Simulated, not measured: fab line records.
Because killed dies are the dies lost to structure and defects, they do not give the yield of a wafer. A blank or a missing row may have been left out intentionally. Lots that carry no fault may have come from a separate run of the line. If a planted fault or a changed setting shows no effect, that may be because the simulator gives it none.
Struck lot and sound lot, side by side || flow sky130 || 14 steps out of a route of 708
Sound: wafers L987.1, L987.4, L987.5. Wafers L996.1, L996.2, L996.3 were the ones struck. The cause comes at the end.
Each step with rows lists, per side, the tool, then ch with its chambers, then its first start. Under that, the readings that differ: sound wafers || struck wafers || difference of the means || sigmas: that difference in standard deviations of wafers without a fault.
alike: same words and numbers on both sides, and readings whose means sit less than 2 such deviations apart. not compared: any withheld reading, any reading some wafer has no value for, any bound like >300 that may hide the same value, and any number with overlapping values for which the record gives no deviation.
The two part at a step that has a row with sigmas, a row that says differs or no value, or rows on one side only. When numbers do not overlap yet have no deviation, they are printed without sigmas and do not part them. Lack of a reading on every wafer of one side parts them only where that side has two or more wafers.

first, 3 steps without rows for these wafers: SKY_VT_ADJUST_HVTR_EXPOSE_04 (exposes mask HVTRM, target cd 380 nm); SKY_VT_ADJUST_HVTR_PEB_05; SKY_VT_ADJUST_HVTR_DEVELOP_06 (develop time 60 s).
SKY_VT_ADJUST_HVTR_CD_MEAS_07: the cd target is 380 nm.
  sound: cdSem-02 at day 9 20:23; struck: cdSem-02 at day 12 13:08
  alike: cdNm
SKY_VT_ADJUST_HVTR_OVL_MEAS_08:
  sound: overlay-02 at day 9 20:30; struck: overlay-01 at day 12 13:16
  alike: VT_ADJUST_HVTR_OVL
next, for these wafers, 1 step has no rows: SKY_VT_ADJUST_HVTR_IMPLANT_09.
SKY_VT_ADJUST_HVTR_STRIP_10: strips in O2/N2.
  sound on plasmaAsher-01 ch 0, day 9 20:41; struck on plasmaAsher-01 ch 0,1, day 12 13:26
{"reading": "oesProductAu (a.u.)", "sound": "0.710 0.714 0.715", "struck": "0.723 0.721 0.723", "difference": "+0.009", "sigmas": "+2"}
  alike: drypumpMotorCurrentA, stripTimeToEndpointS
  not compared: rfHoursCounterH
SKY_VT_ADJUST_HVTR_TW_MEAS_11:
  sound: filmMetro-03 at day 9 20:47; struck: filmMetro-01 at day 12 13:32
{"reading": "VT_ADJUST_HVTR_TW", "sound": "209.2 207.9 207.9", "struck": "211.3 211.6 211.0", "difference": "+3.0", "sigmas": "+2"}
then, 4 steps without rows for these wafers: SKY_VT_ADJUST_PCH_DEHYDRATE_00 (time 60 s); SKY_VT_ADJUST_PCH_HMDS_01 (prime time 60 s); SKY_VT_ADJUST_PCH_COAT_02 (resist thk 3000 nm); SKY_VT_ADJUST_PCH_SOFTBAKE_03.
SKY_VT_ADJUST_PCH_EXPOSE_04: exposes mask NWM, target cd 840 nm.
  sound on ilineStepper-01 ch 0, day 10 07:58; struck on ilineStepper-01, day 13 01:35
  no value came back on the struck wafers for exposureDoseMJCm2, focusOffsetNm (nm), sigmaOuter; on the sound wafers exposureDoseMJCm2 reads 254.86 254.92 254.56
  alike: mask
next, for these wafers, 1 step has no rows: SKY_VT_ADJUST_PCH_PEB_05.

## WHERE THEY PART
Last at SKY_VT_ADJUST_PCH_EXPOSE_04 as far as this record goes, first at SKY_VT_ADJUST_HVTR_STRIP_10.

WHY: whatever the simulator had introduced
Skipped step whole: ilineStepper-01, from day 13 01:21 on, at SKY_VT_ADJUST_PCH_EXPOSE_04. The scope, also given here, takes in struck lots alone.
